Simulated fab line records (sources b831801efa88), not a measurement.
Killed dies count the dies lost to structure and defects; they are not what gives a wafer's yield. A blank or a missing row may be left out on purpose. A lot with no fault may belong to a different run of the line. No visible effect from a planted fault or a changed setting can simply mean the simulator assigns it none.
A struck lot beside a sound one | flow sky130 | 18 steps out of a route of 708
Sound: these wafers, L934.1, L934.2, L934.6. Struck: wafers L943.1, L943.2, L943.4. Last of all comes the cause.
At each step with rows: each side's tool, then ch and its chambers, then its first start. Under that, the readings that differ: sound wafers | struck wafers | difference of the means | sigmas: that difference in standard deviations of wafers without a fault.
alike: readings whose means differ by less than 2 such deviations, and words and numbers that are the same on both sides. not compared: withheld readings, readings that some wafer has no value for, bounds like >300 that may hide the same value, and numbers for which the record gives no deviation and whose values overlap.
A row with sigmas, a row that says differs or no value, or rows on one side alone: a step with any of these is where the two part. Numbers that don't overlap but have no deviation are shown without sigmas and don't part them. Lack of a reading on every wafer of one side parts them only where that side has two or more wafers.

first, 6 steps without rows for these wafers: SKY_RES_XHIGH_COAT_02 (resist thk 1140 nm); SKY_RES_XHIGH_SOFTBAKE_03 (time 60 s); SKY_RES_XHIGH_EXPOSE_04 (exposes mask URPM, target cd 1270 nm); SKY_RES_XHIGH_PEB_05; SKY_RES_XHIGH_DEVELOP_06 (develop time 60 s); SKY_RES_XHIGH_IMPLANT_07.
SKY_RES_XHIGH_STRIP_08: strips in O2/N2.
  sound on plasma asher-03 ch 0,1, day 27 20:22; struck on plasma asher-03 ch 0,1, day 31 16:20
  alike: drypump motor current A, oes product au, strip time to endpoint s
  not compared: rf hours counter h
SKY_RES_XHIGH_TW_MEAS_09:
  sound: film metro-02 at day 27 20:28; struck: film metro-02 at day 31 16:26
  alike: RES_XHIGH_TW
then, 4 steps without rows for these wafers: SKY_SD_N_DEHYDRATE_00 (time 60 s); SKY_SD_N_HMDS_01 (prime time 60 s); SKY_SD_N_COAT_02 (resist thk 1140 nm); SKY_SD_N_SOFTBAKE_03 (time 60 s).
SKY_SD_N_EXPOSE_04: exposes mask NSDM, target cd 380 nm.
  sound on iline stepper-02 ch 0, day 28 11:31; struck on iline stepper-01 ch 0, day 32 07:01
  reading | sound                | struck                        | difference | sigmas
  mask    | NSDM#0 NSDM#0 NSDM#0 | NSDM_R1#0 NSDM_R1#0 NSDM_R1#0 | differs    |
then, 2 steps without rows for these wafers: SKY_SD_N_PEB_05; SKY_SD_N_DEVELOP_06 (develop time 60 s).
SKY_SD_N_CD_MEAS_07 targets a cd of 380 nm.
  sound: cd sem-02 at day 29 01:17; struck: cd sem-02 at day 32 20:14
  reading    | sound             | struck            | difference | sigmas
  cd nm (nm) | 383.2 383.3 379.7 | 335.9 334.7 335.5 | -46.7      | -19
SKY_SD_N_OVL_MEAS_08:
  sound: overlay-01 at day 29 01:25; struck: overlay-02 at day 32 20:21
  alike: SD_N_OVL
SKY_PAD_OPEN_PROBE_99:
  the record has rows for the sound wafers here (prober-01, day 46 15:19) and none for the struck ones

== WHERE THEY PART ==
First at SKY_SD_N_EXPOSE_04; last, within this record, at SKY_PAD_OPEN_PROBE_99.

WHY: what the simulator had put in
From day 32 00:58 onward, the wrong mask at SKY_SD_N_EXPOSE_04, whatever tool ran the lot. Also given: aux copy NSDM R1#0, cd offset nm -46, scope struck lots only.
